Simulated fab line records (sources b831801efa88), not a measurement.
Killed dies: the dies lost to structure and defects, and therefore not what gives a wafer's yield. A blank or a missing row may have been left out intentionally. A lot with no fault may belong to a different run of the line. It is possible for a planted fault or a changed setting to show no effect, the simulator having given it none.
A struck lot beside a sound one ; flow gf180mcu ; 17 steps out of a route of 602
Sound: the wafers L930.2, L930.4, L930.5. The struck wafers were L933.1, L933.2, L933.6. The cause comes at the end.
At each step with rows: each side's tool, then ch and its chambers, then its first start. Under that, the readings that differ: sound wafers ; struck wafers ; difference of the means ; sigmas: that difference in standard deviations of wafers without a fault.
alike: a reading whose means differ by less than 2 such deviations, as well as words and numbers matching on both sides. not compared: withheld readings; readings where some wafer has no value; bounds like >300 that might hide an equal value; numbers whose values overlap and for which the record gives no deviation.
A row with sigmas, a row that says differs or no value, or rows on one side alone: a step with any of these is where the two part. Non-overlapping numbers with no deviation appear without sigmas and do not part them. A reading that every wafer of one side lacks parts them only if that side has two wafers or more.

first, 2 steps without rows for these wafers: GF_CONTACT_PEB_12 (peb time 90 s); GF_CONTACT_DEVELOP_13 (develop time 60 s).
GF_CONTACT_CD_MEAS_14: target cd 220 nm.
  sound: cd_sem-02 at day 17 14:57; struck: cd_sem-01 at day 18 23:41
  alike: cd_nm
GF_CONTACT_OVL_MEAS_15:
  sound: overlay-02 at day 17 15:03; struck: overlay-02 at day 18 23:48
  alike: CONTACT_OVL
GF_CONTACT_ETCH_16: etches BARC in N2/H2.
  sound on rie_diel-03 ch 0,3, day 17 15:05; struck on rie_diel-04 ch 0,2, day 18 23:50
  alike: drypump_motor_current_A, oes_product_au, throttle_valve_pct
GF_CONTACT_ETCH_17: etches SiO2 in C4F8/O2/Ar, stops on CoSi2, target depth 860 nm.
  sound: rie_diel-03 ch 0,3; struck: rie_diel-04 ch 0,2
  alike: oes_product_au
GF_CONTACT_STRIP_18: strips in O2/N2.
  sound on plasma_asher-02 ch 0,1, day 17 15:15; struck on plasma_asher-02 ch 0,1, day 19 00:00
  alike: drypump_motor_current_A, heater_power_w, oes_product_au
  not compared: rf_hours_counter_h
then, 3 steps without rows for these wafers: GF_CONTACT_CLEAN_19 (cleans in SPM); GF_CONTACT_CLEAN_20 (cleans in DIW); GF_CONTACT_CLEAN_21 (cleans in dHF, time 20 s).
GF_CONTACT_SPUTTER_22: material Ti, target thk 15 nm, time 80.02 s.
  sound: pvd_sputter-04 at day 17 15:33; struck: pvd_sputter-01 at day 19 00:17
  alike: throttle_valve_pct
GF_CONTACT_SPUTTER_23: material TiN, target thk 10 nm, time 40 s.
  sound: pvd_sputter-04 at day 17 15:37; struck: pvd_sputter-01 at day 19 00:21
  alike: throttle_valve_pct
GF_CONTACT_CVD_24: deposits W, target thk 300 nm, time 90.339 s.
  sound on cvd_w-01 ch 0,1, day 17 15:39; struck on cvd_w-02 ch 0, day 19 00:23
  no value came back on the struck wafers for chamber_pressure_Torr (Torr), heater_power_outer_w (W), heater_power_w (W); on the sound wafers chamber_pressure_Torr (Torr) reads 40.09 39.84 40.14
GF_CONTACT_RS_MEAS_25: measurement is done with a four-point probe.
  sound: film_metro-04 at day 17 15:46; struck: film_metro-02 at day 19 00:35
reading;sound;struck;difference;sigmas
CONTACT_W_RS (ohm/sq);0.380 0.384 0.382;43.939 43.513 43.839;+43.382;+99 or more
GF_CONTACT_THK_MEAS_26: measures by xrf.
  sound: film_metro-04 at day 17 15:53; struck: film_metro-02 at day 19 00:43
reading;sound;struck;difference;sigmas
CONTACT_W_THK (nm);300 298 298;<0 <0 <0;differs;
GF_CONTACT_CMP_27: polishes, stops on SiO2, t overpolish 15 s, target thk 0 nm.
  sound on cmp-01 ch 0,2,3, day 17 15:59; struck on cmp-02 ch 2,3, day 19 00:46
reading;sound;struck;difference;sigmas
motor_current_A (A);10.5 10.8 11.2;8.5 9.3 8.7;-2.0;-2
time_to_endpoint_s (s);70.8 67.5 71.3;3.8 2.9 1.7;-67.1;-23
  alike: head_pressure_psi, platen_rpm, retaining_ring_pressure_frac, slurry_filter_dp_kPa
-- the record jumps here: 12 days lie between the struck wafers' starts before and after (it left off in module CONTACT and takes up again in module PASSIVATION, whose first step shown is number 602 of the route) --
GF_PASSIVATION_PROBE_99:
  record: rows for the struck wafers here (prober-02, day 31 08:37), none for the sound ones

WHERE THEY PART
Earliest at GF_CONTACT_CVD_24; latest, in this record, at GF_PASSIVATION_PROBE_99.

WHY: what had been put in by the simulator
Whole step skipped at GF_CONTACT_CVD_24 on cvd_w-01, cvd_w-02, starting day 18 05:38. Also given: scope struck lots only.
